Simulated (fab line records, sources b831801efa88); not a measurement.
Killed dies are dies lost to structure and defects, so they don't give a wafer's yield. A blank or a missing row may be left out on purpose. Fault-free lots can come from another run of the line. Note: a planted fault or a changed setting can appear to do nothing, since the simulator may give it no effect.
Code-filled problem report in 8D (eight disciplines) form :: flow gf180mcu :: the parts of the form that need people (team, actions taken, sign-off) are left out

## 1. THE PROBLEM
Across 3 wafers from 2 lots, MIM_ALCU_RS at GF_MIM_RS_MEAS_10 averages 0.1474 ohm/sq, while fault-free wafers read 0.1605 ohm/sq with a standard deviation of 0.0015. That is -8.7 standard deviations from the usual mean.
The step: measures by four-point-probe.
Earliest sighting: wafer L996.2 on film metro-01 at day 29 09:15. At this step, 29 wafers from 10 lots have a number in the record. Rule for "out", or "out of limits": more than 4 standard deviations from the usual mean. All remaining wafers that have a number are taken as sound.

## 2. WHAT THIS IS AND IS NOT
question: which readings at this step
is: MIM_ALCU_RS
is not: -

question: which lots
is: L996, L998
is not: L104, L981, L982, L983, L984, L987, L988, L992

question: which wafers of those lots
is: L996.2, L996.5, L998.2
is not: L998.1, L998.6

question: read on which gauges
is: film metro-01, film metro-04
is not: film metro-02

question: when
is: from day 29 09:15
is not: up to then (21 sound wafers); but 5 sound wafers of L104, L998 came after

## 3. SUSPECTS, AND WHAT RULES EACH OUT
Counting: if a tool at a process step up to the reading ran every lot that is out, it stays a suspect. Sound lots after the first of them don't rule it out here, since some wafers of a struck lot are sound.
- the gauge at GF_MIM_RS_MEAS_10 has been ruled out. Those wafers that are out were read across 2 gauges (film metro-01, film metro-04).
- rie metal-03 at GF_M3_METAL_ETCH_16 (etches the open film in Cl2/BCl3, stops on SiO2, target depth 750.8 nm, time 125.1 s): kept. It processed each lot that is out (first: L996, day 26 15:11); up to then, its last sound lot is L982 (day 21 16:34).
- pvd sputter-01 at GF_MIM_SPUTTER_08 (material AlCu, target thk 200 nm, time 10.6 s): kept. It processed each lot that is out (first: L996, day 29 09:10); up to then, its last sound lot is L992 (day 27 23:35).
Remaining after the count are rie metal-03 at GF_M3_METAL_ETCH_16 and pvd sputter-01 at GF_MIM_SPUTTER_08.

## 4. THE CAUSE (what the simulator had put in)
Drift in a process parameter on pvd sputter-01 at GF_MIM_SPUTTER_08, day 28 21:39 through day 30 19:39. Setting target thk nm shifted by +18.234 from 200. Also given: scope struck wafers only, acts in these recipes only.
Counting leaves 2 suspects; this tool is one of them.

## 5. THE CHAIN OF EFFECTS, in route order
Rows list readings where the struck wafers' mean (over those with a number) sits beyond 3 standard deviations from the usual. Readings are gone through only where the record gives a usual standard deviation; hours: the median, over the lots, of the time from a lot's start at the first step in this table giving one to that lot's start at this step; sigmas: the change measured in usual standard deviations.
hours: 0
step: GF_MIM_RS_MEAS_10
reading: MIM_ALCU_RS
usual: 0.1605 ohm/sq
on struck wafers: 0.1474
change: -0.0131
sigmas: -8.7

hours: 0
step: GF_MIM_THK_MEAS_11
reading: MIM_ALCU_THK
usual: 198.3 nm
on struck wafers: 214.6
change: +16.3
sigmas: +7.4

hours: 18
step: GF_MIM_METAL_ETCH_19
reading: oes product au
usual: 0.941 a.u.
on struck wafers: 0.975
change: +0.034
sigmas: +6.5

hours: 18
step: GF_MIM_METAL_ETCH_19
reading: throttle valve pct
usual: 28.284 %
on struck wafers: 28.249
change: -0.035
sigmas: -3.8

hours: 92
step: GF_PASSIVATION_PROBE_99
reading: killed at other
usual: 0.0
on struck wafers: 4.0
change: +4.0
sigmas: +18

hours: 92
step: GF_PASSIVATION_PROBE_99
reading: sort_bin_3_pad_short
usual: 0.44 %
on struck wafers: 1.42
change: +0.98
sigmas: +3.4
The process steps in it:
- GF_MIM_METAL_ETCH_19: etches the open film in Cl2/BCl3, stops on Si3N4, target depth 324.5 nm, time 54.1 s.
- GF_PASSIVATION_PROBE_99

## 6. WHAT WOULD HAVE CAUGHT IT SOONER
The first out-of-limits reading at a measuring or inspecting step in this record came at day 29 09:15, 12 hours after the fault's start at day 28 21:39.
An alarm limit of 4 standard deviations would not have fired on the tool readings at GF_MIM_SPUTTER_08 for which the record gives a usual standard deviation, since none of them was out on any struck wafer.
L998, from the lots that are out (2), started GF_MIM_SPUTTER_08 on pvd sputter-01 later than day 29 09:15. A tool hold placed at that time would have kept it from harm.
